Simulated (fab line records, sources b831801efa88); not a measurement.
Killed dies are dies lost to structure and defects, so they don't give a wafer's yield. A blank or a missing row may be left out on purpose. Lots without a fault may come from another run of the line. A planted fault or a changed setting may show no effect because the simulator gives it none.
fab line records | flow sky130
record lots=5 wafers=15 last_day=50
route steps=708 shown FIELD_ISO@25 NWELL@32
lots that met no fault: from a run of the same line without faults
start_h: hours from the record's first day to the start of the lot's first wafer shown | wait_h: hours since the lot's step before | " the same as in the row above | L1.1+2: a row that stands for several wafers | - no value, or no start given | * or withheld: withheld | < > ~ a bound
route shown NAME@n: a module of which the file shows steps, and the number in the route of the first | usual: mean/standard deviation of fault-free wafers | same: alike in all rows | chamber/n: place in a boat | sites: the reading at each site | _std_site: their standard deviation | _edge_site: outer sites' mean less inner sites' | radius_mm: how far each site lies from the wafer's centre | mask NAME#n: copy n | behind: the tool/chamber that last shaped the wafer | hold: why the lot was held/for how many hours/how that ended | device: the transistor (n, p or np) that didn't switch | end of line: the same wafers' tests at the end of the route | a step without rows: its recipe alone | killed: dies lost to structure and defects at the first sort, not the wafer's yield | map: a wafer's dies, x killed, . not, _ none there
set.NAME: the setting as run; set.NAME@STEP: as run at that earlier step | model.NAME: the simulator's own value behind a step, which no gauge read
lots at some steps of the route; a table a step, a row a wafer
services: from which hour (start_h, from the record's first day; less than 0 if before it) a tool's chamber was out of use, for how many hours, and why
## steps
# step SKY_FIELD_ISO_CVD_24
# recipe material=SiO2 target_thk_nm=595 temp_c=650 sigma_open_frac=0.3 time_s=99.2 sih4_flow_sccm=60 pressure_mtorr=6
# columns lot.wafer tool chamber start_h wait_h
L080.2+3+6 hdpcvd-02 0,2,2 63.80 0.0
L081.4+5+6 hdpcvd-02 0,2,1 69.15 0.1
L084.3+4+6 hdpcvd-01 1,2,1 84.03 0.0
L092.2+3+6 hdpcvd-02 1,2,1 124.80 0.0
L096.1+4+5 hdpcvd-01 2,1,0 144.88 0.1
# step SKY_FIELD_ISO_THK_MEAS_25
# recipe reads=SiO2_of_FIELD_ISO_CVD_24
# usual FIELD_ISO_CVD_24_THK=594/6.1
# columns lot.wafer tool chamber start_h wait_h FIELD_ISO_CVD_24_THK[nm]
L080.2 film_metro-03 - 63.88 0.0 590
L080.3 " - " " 583
L080.6 " - " " 582
L081.4 film_metro-04 - 69.21 0.0 589
L081.5 " - " " 592
L081.6 " - " " 596
L084.3 film_metro-04 - 84.13 0.1 597
L084.4 " - " " 603
L084.6 " - " " 602
L092.2 film_metro-02 - 124.88 0.0 592
L092.3 " - " " 593
L092.6 " - " " 596
L096.1 film_metro-04 - 144.96 0.0 601
L096.4 " - " " 597
L096.5 " - " " 599
# step SKY_FIELD_ISO_ANNEAL_26
# recipe temp_c=1000 time_s=1800 ambient=N2
# usual zone_power_lower_pct=23.6/1.3 zone_power_top_pct=41.4/1.5
# columns lot.wafer tool chamber start_h wait_h zone_power_lower_pct zone_power_top_pct
L080.2 furnace-01 0 64.90 1.0 24.5 42.6
L080.3 " 0 " " 24.8 42.7
L080.6 " 0 " " 24.7 42.5
L081.4 furnace-01 0 69.44 0.2 24.7 42.7
L081.5 " 0 " " 24.9 43.5
L081.6 " 0 " " 25.1 42.5
L084.3 furnace-02 0 84.17 0.0 22.2 40.3
L084.4 " 0 " " 22.3 40.4
L084.6 " 0 " " 22.1 39.0
L092.2 furnace-01 0 124.93 0.0 25.0 43.1
L092.3 " 0 " " 25.1 42.5
L092.6 " 0 " " 24.7 42.9
L096.1 furnace-02 0 145.02 0.1 22.4 40.6
L096.4 " 0 " " 22.4 40.3
L096.5 " 0 " " 22.7 39.9
# step SKY_FIELD_ISO_CMP_27
# recipe stop_on=Si3N4 t_overpolish_s=16 down_force_psi=4 platen_rpm=60 target_thk_nm=457.8 pad_velocity_m_s=0.94248
# usual motor_current_A=12.3/1.2 overpolish_run_s=16.000/0.0089 slurry_flow_ml_min=150.0/0.52 time_to_endpoint_s=111/4.1
# columns lot.wafer tool chamber start_h wait_h motor_current_A overpolish_run_s slurry_flow_ml_min time_to_endpoint_s
L080.3 cmp-01 0 66.40 0.0 10.9 15.988 150.0 115
L080.2 " 1 " " 11.8 16.000 149.9 116
L080.6 " 1 " " 12.5 16.008 150.0 114
L081.4 cmp-02 2 71.04 0.1 12.2 15.999 150.2 117
L081.6 " 0 " " 13.9 16.003 149.9 117
L081.5 " 1 " " 11.8 16.009 150.0 115
L084.4 cmp-01 3 85.67 0.0 14.2 16.001 149.7 116
L084.3 " 2 " " 10.4 16.005 150.2 116
L084.6 " 3 " " 14.1 15.997 149.5 115
L092.2 cmp-02 3 126.43 0.0 12.2 15.984 149.2 108
L092.3 " 2 " " 12.1 15.996 149.4 107
L092.6 " 3 " " 11.6 15.993 149.4 108
L096.4 cmp-02 2 146.57 0.1 11.9 16.019 151.1 107
L096.1 " 0 " " 13.5 15.990 149.8 108
L096.5 " 2 " " 12.4 16.009 150.5 106
# step SKY_FIELD_ISO_WET_ETCH_28
# recipe chemistry=dHF target_depth_nm=23.7 target=SiO2 dilution=10:1 temp_c=25 time_s=47
# columns lot.wafer tool chamber start_h wait_h
L080.2+3+6 wet_bench-01 1 66.70 0.2
L081.4+5+6 wet_bench-01 3 71.24 0.1
L084.3+4+6 wet_bench-02 2 85.97 0.1
L092.2+3+6 wet_bench-01 2 126.73 0.2
L096.1+4+5 wet_bench-02 0 146.82 0.1
# step SKY_FIELD_ISO_WET_ETCH_29
# recipe chemistry=H3PO4 target_depth_nm=160 target=Si3N4 temp_c=160 time_s=1825
# columns lot.wafer tool chamber start_h wait_h
L080.2+3+6 wet_bench-03 3 66.72 0.0
L081.4+5+6 wet_bench-01 1 71.26 0.0
L084.3+4+6 wet_bench-01 2 85.99 0.0
L092.2+3+6 wet_bench-03 3 126.75 0.0
L096.1+4+5 wet_bench-03 3 146.84 0.0
# step SKY_FIELD_ISO_WET_ETCH_30
# recipe chemistry=dHF target_depth_nm=25 target=SiO2 dilution=10:1 temp_c=25 time_s=50
# columns lot.wafer tool chamber start_h wait_h
L080.2+3+6 wet_bench-01 3 67.24 0.0
L081.4+5+6 wet_bench-02 2 71.78 0.0
L084.3+4+6 wet_bench-02 1 86.50 0.0
L092.2+3+6 wet_bench-01 0 127.27 0.0
L096.1+4+5 wet_bench-01 3 147.36 0.0
# step SKY_NWELL_CLEAN_00
# recipe chemistry=SC1/SC2 mix=1:4:20 temp_c=70 time_s=150 dry=n2_spin
# columns lot.wafer tool chamber start_h wait_h
L080.2+3+6 wet_bench-02 0 67.26 0.0
L081.4+5+6 wet_bench-01 3 71.80 0.0
L084.3+4+6 wet_bench-03 0 86.52 0.0
L092.2+3+6 wet_bench-03 2 127.29 0.0
L096.1+4+5 wet_bench-03 0 147.38 0.0
# step SKY_NWELL_OXIDATION_01
# recipe temp_c=900 ambient=O2 stabilise_s=600 purge_s=300 target_thk_a=100 ox_time_s=1418
# usual zone_power_lower_pct=18.7/0.98 zone_power_top_pct=34.7/1.3
# columns lot.wafer tool chamber start_h wait_h zone_power_lower_pct zone_power_top_pct
L080.2 furnace-02 0 69.05 1.7 17.4 32.9
L080.3 " 0 " " 17.5 32.7
L080.6 " 0 " " 17.5 33.2
L081.4 furnace-02 0 71.96 0.1 17.7 33.5
L081.5 " 0 " " 17.5 33.4
L081.6 " 0 " " 17.5 33.4
L084.3 furnace-01 0 87.97 1.4 19.6 35.7
L084.4 " 0 " " 19.5 35.4
L084.6 " 0 " " 19.4 35.7
L092.2 furnace-02 0 127.68 0.3 17.7 32.7
L092.3 " 0 " " 17.5 33.3
L092.6 " 0 " " 17.3 33.7
L096.1 furnace-01 0 148.85 1.4 19.6 35.5
L096.4 " 0 " " 19.6 35.4
L096.5 " 0 " " 19.4 36.1
## services
# columns tool chamber start_h hours kind
hdpcvd-01 - 48.48 2.8 pm
cmp-02 - 52.53 0.4 repair
cmp-02 - 58.94 5.8 pm
cmp-02 - 64.76 4.0 pm
hdpcvd-01 - 66.75 15.0 pm
hdpcvd-01 0 66.75 15.0 vent_cycle
hdpcvd-01 1 66.75 15.0 vent_cycle
hdpcvd-01 2 66.75 15.0 vent_cycle
cmp-02 - 68.40 0.9 repair
cmp-02 - 68.76 - consumable_replace:conditioner
cmp-02 - 68.76 - consumable_replace:pad
hdpcvd-01 0 81.75 - clean
hdpcvd-01 1 81.75 - clean
hdpcvd-01 2 81.75 - clean
hdpcvd-01 0 87.20 3.7 repair
furnace-01 - 101.63 4.6 pm
cmp-02 - 113.76 0.4 repair
hdpcvd-02 - 119.71 1.7 repair
wet_bench-03 - 121.43 1.0 repair
hdpcvd-01 - 123.73 1.3 repair
## key
fault none
